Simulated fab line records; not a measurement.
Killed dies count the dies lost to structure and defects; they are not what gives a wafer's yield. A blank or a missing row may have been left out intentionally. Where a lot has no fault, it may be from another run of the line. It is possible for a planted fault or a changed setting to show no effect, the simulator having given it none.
The tool behind it: which one? | flow gf180mcu | 12 lots, 36 wafers sampled, at 5 steps of a route of 602

== WHAT EACH GAUGE READ, for each wafer ==
GF_V1_CD_MEAS_14 targets a cd of 260 nm. Usual: cd nm reads 260.1 nm (standard deviation 1.3).
lot  | measured     | on        | cd nm (nm)        | flag
L685 | day 19 04:29 | cd sem-01 | 259.6 261.2 260.8 |
L687 | day 19 17:49 | cd sem-01 | 260.9 259.8 259.6 |
L688 | day 20 09:40 | cd sem-01 | 258.6 258.1 258.1 |
L689 | day 20 22:35 | cd sem-01 | 236.6 237.2 236.3 | OFF
L690 | day 21 06:07 | cd sem-01 | 259.4 259.7 260.4 |
L691 | day 21 06:34 | cd sem-02 | 236.7 237.3 237.1 | OFF
L693 | day 21 23:17 | cd sem-01 | 245.6 246.0 246.2 | OFF
L697 | day 23 08:17 | cd sem-01 | 249.5 250.5 251.2 | OFF
L699 | day 23 23:10 | cd sem-02 | 261.9 263.1 262.4 |
L702 | day 24 22:55 | cd sem-02 | 260.4 260.5 261.3 |
L703 | day 25 03:25 | cd sem-01 | 258.8 257.9 257.2 |
L706 | day 25 23:13 | cd sem-02 | 257.2 258.1 256.7 |

GF_V1_THK_MEAS_25: measures by xrf. Usual: V1_W_THK typically reads 358 nm, with standard deviation 6.8.
lot  | measured     | on            | V1_W_THK (nm) | flag
L685 | day 19 05:38 | film metro-02 | 341 347 345   |
L687 | day 19 18:58 | film metro-01 | 364 352 362   |
L688 | day 20 10:49 | film metro-01 | 365 358 363   |
L689 | day 20 23:44 | film metro-03 | 353 356 357   |
L690 | day 21 07:16 | film metro-02 | 354 360 353   |
L691 | day 21 07:43 | film metro-03 | 351 357 355   |
L693 | day 22 00:26 | film metro-02 | 354 353 356   |
L697 | day 23 09:28 | film metro-03 | 371 367 372   |
L699 | day 24 00:22 | film metro-01 | 353 352 352   |
L702 | day 25 00:04 | film metro-01 | 358 361 363   |
L703 | day 25 04:32 | film metro-03 | 358 372 371   |
L706 | day 26 00:25 | film metro-03 | 361 369 366   |

== WHICH TOOL RAN EACH LOT (tool, then ch and the chambers of the sampled wafers, then the start) ==
lot  | GF_CONTACT_SPUTTER_23        | GF_V1_EXPOSE_11                   | GF_V1_STRIP_18
L685 | pvd sputter-04, day 17 01:37 | krf scanner-02 ch 0, day 18 15:58 | plasma asher-02 ch 0,1, day 19 04:45
L687 | pvd sputter-04, day 17 14:08 | krf scanner-01 ch 0, day 19 05:20 | plasma asher-01 ch 0,1, day 19 18:07
L688 | pvd sputter-04, day 18 05:56 | krf scanner-01 ch 0, day 19 21:43 | plasma asher-02 ch 0,1, day 20 09:57
L689 | pvd sputter-03, day 18 18:38 | krf scanner-01 ch 0, day 20 10:17 | plasma asher-02 ch 0,1, day 20 22:52
L690 | pvd sputter-03, day 19 02:28 | krf scanner-02 ch 0, day 20 18:12 | plasma asher-03 ch 0,1, day 21 06:24
L691 | pvd sputter-04, day 19 02:48 | krf scanner-01 ch 0, day 20 18:44 | plasma asher-01 ch 0,1, day 21 06:51
L693 | pvd sputter-03, day 19 19:11 | krf scanner-01 ch 0, day 21 10:52 | plasma asher-03 ch 0,1, day 21 23:33
L697 | pvd sputter-04, day 21 06:23 | krf scanner-01 ch 0, day 22 21:04 | plasma asher-02 ch 0,1, day 23 08:33
L699 | pvd sputter-03, day 21 22:18 | krf scanner-02 ch 0, day 23 11:47 | plasma asher-01 ch 0,1, day 23 23:28
L702 | pvd sputter-02, day 23 01:25 | krf scanner-02 ch 0, day 24 13:11 | plasma asher-02 ch 0,1, day 24 23:12
L703 | pvd sputter-02, day 23 06:02 | krf scanner-02 ch 0, day 24 17:55 | plasma asher-03 ch 0,1, day 25 03:41
L706 | pvd sputter-02, day 24 04:04 | krf scanner-02 ch 0, day 25 12:39 | plasma asher-02 ch 0,1, day 25 23:31
- GF_CONTACT_SPUTTER_23: material TiN, target thk 10 nm, time 40 s.
- GF_V1_EXPOSE_11: exposes mask Via1, target cd 260 nm.
- GF_V1_STRIP_18: strips in O2/N2.

== AS READ BY THE TOOLS THEMSELVES (means over the sampled wafers that have a number; for cases with no such wafer, the mark the record gives instead) ==
GF_CONTACT_SPUTTER_23. Usual: throttle valve pct reads 29.4 % (standard deviation 1.1).
lot  | tool           | throttle valve pct (%) | flag
L685 | pvd sputter-04 | 29.0                   |
L687 | pvd sputter-04 | 29.2                   |
L688 | pvd sputter-04 | 29.1                   |
L689 | pvd sputter-03 | 30.0                   |
L690 | pvd sputter-03 | 28.7                   |
L691 | pvd sputter-04 | 30.1                   |
L693 | pvd sputter-03 | 28.5                   |
L697 | pvd sputter-04 | 30.2                   |
L699 | pvd sputter-03 | 28.6                   |
L702 | pvd sputter-02 | 29.8                   |
L703 | pvd sputter-02 | 29.8                   |
L706 | pvd sputter-02 | 29.9                   |

GF_V1_EXPOSE_11. Usual: exposure dose mJ cm2 reads 38.31 (standard deviation 0.21).
lot  | tool           | exposure dose mJ cm2 | flag
L685 | krf scanner-02 | 38.12                |
L687 | krf scanner-01 | 38.55                |
L688 | krf scanner-01 | 38.47                |
L689 | krf scanner-01 | 33.24                | OFF
L690 | krf scanner-02 | 38.11                |
L691 | krf scanner-01 | 33.21                | OFF
L693 | krf scanner-01 | 35.29                | OFF
L697 | krf scanner-01 | 35.86                | OFF
L699 | krf scanner-02 | 38.04                |
L702 | krf scanner-02 | 38.12                |
L703 | krf scanner-02 | 38.08                |
L706 | krf scanner-02 | 38.05                |

GF_V1_STRIP_18. Usual: drypump motor current A 5.5 A, standard deviation 0.4; heater power w 326 W, standard deviation 11; oes product au 0.600 a.u., standard deviation 0.005.
lot  | tool            | drypump motor current A (A) | heater power w (W) | oes product au (a.u.) | flag
L685 | plasma asher-02 | 5.5                         | 329                | 0.602                 |
L687 | plasma asher-01 | 5.7                         | 327                | 0.600                 |
L688 | plasma asher-02 | 5.5                         | 332                | 0.604                 |
L689 | plasma asher-02 | 5.5                         | 331                | 0.598                 |
L690 | plasma asher-03 | 5.5                         | 316                | 0.601                 |
L691 | plasma asher-01 | 5.7                         | 327                | 0.600                 |
L693 | plasma asher-03 | 5.9                         | 321                | 0.602                 |
L697 | plasma asher-02 | 5.4                         | 323                | 0.600                 |
L699 | plasma asher-01 | 5.4                         | 324                | 0.601                 |
L702 | plasma asher-02 | 5.3                         | 331                | 0.601                 |
L703 | plasma asher-03 | 5.5                         | 319                | 0.598                 |
L706 | plasma asher-02 | 5.5                         | 331                | 0.592                 |

== THE ANSWER, worked out from the rows above alone ==
Rule: a lot counts as off when the mean over its wafers that have a number is more than 3 standard deviations away from the usual mean. A lot without any number at a reading at which 4 lots or more have one is off too. Where the step has rows for the other lots, those lots are counted as sound. Order of review: gauges by route order, followed by the tools' own readings, for which a lot's mean as printed above is used. At the first step where some lot is off, the reading lying furthest off is the one used; lots without a number count as furthest.
Off: L689, L691, L693, L697, at GF_V1_CD_MEAS_14 (cd nm).
A tool fits if, at a process step before that reading, it ran every lot that is off, and no sound lot after the first of them. Not tried: the gauges at GF_V1_CD_MEAS_14; whatever is off there is also off at GF_V1_EXPOSE_11, on other tools, and gauge error can't account for it. One fits: krf scanner-01 at GF_V1_EXPOSE_11. Its last sound lot is L688 (day 19 21:43), its first lot that is off L689 (day 20 10:17): a fault that began between those two fits.
On the lots that are off, the tool's own readings at GF_V1_EXPOSE_11 differ by more than 5 times the standard deviation of the sound lots' means, which bears it out; exposure dose mJ cm2 reads 34.40 there versus 38.19 on the sound lots.

== WHAT THE SIMULATOR HAD PUT IN ==
Process parameters drifting: krf scanner-01 at GF_V1_EXPOSE_11, beginning at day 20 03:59. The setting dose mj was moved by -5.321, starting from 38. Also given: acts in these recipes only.
Struck lots among those shown: L689, L691, L693, L697. The rule above found the same.
